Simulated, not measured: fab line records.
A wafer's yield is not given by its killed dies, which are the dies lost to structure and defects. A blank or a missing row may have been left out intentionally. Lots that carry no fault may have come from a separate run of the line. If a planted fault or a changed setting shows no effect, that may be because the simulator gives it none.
What tool caused it?    flow sky130    10 lots with 30 wafers sampled at 6 steps, on a route of 708 steps

WHAT THE GAUGES READ, wafer by wafer
SKY_CONTACT_CD_MEAS_14: target cd 170 nm.
lot   measured      on         cd-nm (nm)
L666  day 33 22:32  cd-sem-01  170.0 169.8 170.7
L670  day 33 23:12  cd-sem-01  170.8 171.9 171.3
L669  day 34 00:56  cd-sem-02  169.5 168.7 169.1
L671  day 34 06:56  cd-sem-02  168.6 168.8 169.3
L673  day 35 16:10  cd-sem-01  168.9 167.4 168.8
L674  day 35 21:44  cd-sem-02  171.5 172.5 173.4
L678  day 36 04:05  cd-sem-01  168.7 169.6 170.3
L677  day 36 05:17  cd-sem-02  169.2 169.9 168.7
L681  day 37 04:22  cd-sem-02  169.3 170.5 170.3
L683  day 37 15:19  cd-sem-01  168.5 168.0 170.2

SKY_METAL1_RS_MEAS_05: uses a four-point probe to measure.
lot   measured      on             METAL1_ALCU_RS (ohm/sq)
L666  day 34 00:38  film-metro-02  0.1287 0.1276 0.1282
L670  day 34 00:58  film-metro-04  0.0701 0.0700 0.0702
L669  day 34 02:42  film-metro-02  0.0695 0.0702 0.0692
L671  day 34 08:43  film-metro-04  0.1259 0.1259 0.1257
L673  day 35 17:54  film-metro-02  0.1257 0.1271 0.1251
L674  day 35 23:25  film-metro-04  0.1263 0.1277 0.1240
L678  day 36 05:47  film-metro-04  0.1288 0.1293 0.1283
L677  day 36 07:02  film-metro-01  0.1289 0.1294 0.1306
L681  day 37 06:02  film-metro-01  0.1304 0.1271 0.1280
L683  day 37 16:59  film-metro-04  0.1284 0.1272 0.1271

SKY_METAL1_THK_MEAS_06: measures by xrf.
lot   measured      on             METAL1_ALCU_THK (nm)
L666  day 34 00:44  film-metro-02  246 247 248
L670  day 34 01:04  film-metro-04  446 445 445
L669  day 34 02:49  film-metro-02  450 446 453
L671  day 34 08:49  film-metro-04  249 250 250
L673  day 35 17:59  film-metro-02  254 250 254
L674  day 35 23:32  film-metro-04  249 248 254
L678  day 36 05:53  film-metro-04  246 246 248
L677  day 36 07:09  film-metro-01  245 242 241
L681  day 37 06:09  film-metro-01  239 245 246
L683  day 37 17:05  film-metro-04  247 251 248

TOOL THAT RAN EACH LOT (tool first, then ch and the chambers of the sampled wafers, then the start)
lot   SKY_CONTACT_SPUTTER_23        SKY_METAL1_SPUTTER_02         SKY_METAL1_SPUTTER_04
L666  pvd-sputter-01, day 33 23:49  pvd-sputter-01, day 34 00:31  pvd-sputter-01, day 34 00:34
L670  pvd-sputter-04, day 34 00:08  pvd-sputter-02, day 34 00:50  pvd-sputter-02, day 34 00:53
L669  pvd-sputter-01, day 34 01:53  pvd-sputter-02, day 34 02:35  pvd-sputter-02, day 34 02:38
L671  pvd-sputter-04, day 34 07:53  pvd-sputter-01, day 34 08:35  pvd-sputter-01, day 34 08:38
L673  pvd-sputter-04, day 35 17:02  pvd-sputter-01, day 35 17:45  pvd-sputter-01, day 35 17:47
L674  pvd-sputter-04, day 35 22:37  pvd-sputter-03, day 35 23:20  pvd-sputter-03, day 35 23:23
L678  pvd-sputter-04, day 36 04:58  pvd-sputter-03, day 36 05:40  pvd-sputter-03, day 36 05:43
L677  pvd-sputter-01, day 36 06:14  pvd-sputter-01, day 36 06:56  pvd-sputter-01, day 36 06:58
L681  pvd-sputter-03, day 37 05:14  pvd-sputter-01, day 37 05:56  pvd-sputter-01, day 37 05:59
L683  pvd-sputter-01, day 37 16:10  pvd-sputter-03, day 37 16:52  pvd-sputter-03, day 37 16:55
- SKY_CONTACT_SPUTTER_23: material TiN, target thk 20 nm, time 80 s.
- SKY_METAL1_SPUTTER_02: material AlCu, target thk 250 nm, time 13.3 s.
- SKY_METAL1_SPUTTER_04: material TiN, target thk 70 nm, time 58.3 s.

WHAT THE TOOLS THEMSELVES READ (means of the sampled wafers that have a number; where no wafer has one, the mark that the record gives instead)
SKY_CONTACT_SPUTTER_23.
lot   tool            throttle-valve-pct (%)
L666  pvd-sputter-01  29.0
L670  pvd-sputter-04  30.3
L669  pvd-sputter-01  29.9
L671  pvd-sputter-04  30.4
L673  pvd-sputter-04  30.5
L674  pvd-sputter-04  30.4
L678  pvd-sputter-04  30.9
L677  pvd-sputter-01  29.1
L681  pvd-sputter-03  29.4
L683  pvd-sputter-01  30.2

SKY_METAL1_SPUTTER_02.
lot   tool            throttle-valve-pct (%)
L666  pvd-sputter-01  30.2
L670  pvd-sputter-02  30.3
L669  pvd-sputter-02  30.6
L671  pvd-sputter-01  29.7
L673  pvd-sputter-01  30.6
L674  pvd-sputter-03  29.7
L678  pvd-sputter-03  28.5
L677  pvd-sputter-01  29.7
L681  pvd-sputter-01  29.1
L683  pvd-sputter-03  29.6

SKY_METAL1_SPUTTER_04.
lot   tool            throttle-valve-pct (%)
L666  pvd-sputter-01  30.0
L670  pvd-sputter-02  30.4
L669  pvd-sputter-02  30.8
L671  pvd-sputter-01  29.7
L673  pvd-sputter-01  30.4
L674  pvd-sputter-03  29.7
L678  pvd-sputter-03  28.6
L677  pvd-sputter-01  29.8
L681  pvd-sputter-01  29.3
L683  pvd-sputter-03  29.6

THE ANSWER, worked out from the rows above alone
Rule: usual is defined by the lots themselves. Put in order of their means at a reading, lots are off if they are a third of the lots or fewer, leave a main group of 4 or more, and stand apart from it by a gap of 3 or more times the standard deviation of the main group's means; of several such gaps the widest counts. If all means in a main group match to the digits the tables above print for the reading, that group is not used. Also off: a lot with no number at a reading for which 4 or more lots have one. Any other lot the step has rows for is counted as sound. First the gauges in route order, then the tools' own readings, where a lot's mean is used as printed above. The first step at which some lot is off is used, and at that step the reading that is off furthest; a lot without a number counts as furthest.
Off: L670, L669, at SKY_METAL1_RS_MEAS_05 (METAL1_ALCU_RS). Mean 0.1276 ohm/sq and standard deviation 0.0014 in the main group.
If a tool, at a process step before that reading, ran all the lots that are off and no sound lot after the first of them, it fits. Gauges at SKY_METAL1_RS_MEAS_05: tried the same way as those tools. One fits: pvd-sputter-02 at SKY_METAL1_SPUTTER_02 and SKY_METAL1_SPUTTER_04. It ran no sound lot before its first lot that is off in this sample, so the start can't be narrowed down.

WHAT HAD BEEN PUT IN BY THE SIMULATOR
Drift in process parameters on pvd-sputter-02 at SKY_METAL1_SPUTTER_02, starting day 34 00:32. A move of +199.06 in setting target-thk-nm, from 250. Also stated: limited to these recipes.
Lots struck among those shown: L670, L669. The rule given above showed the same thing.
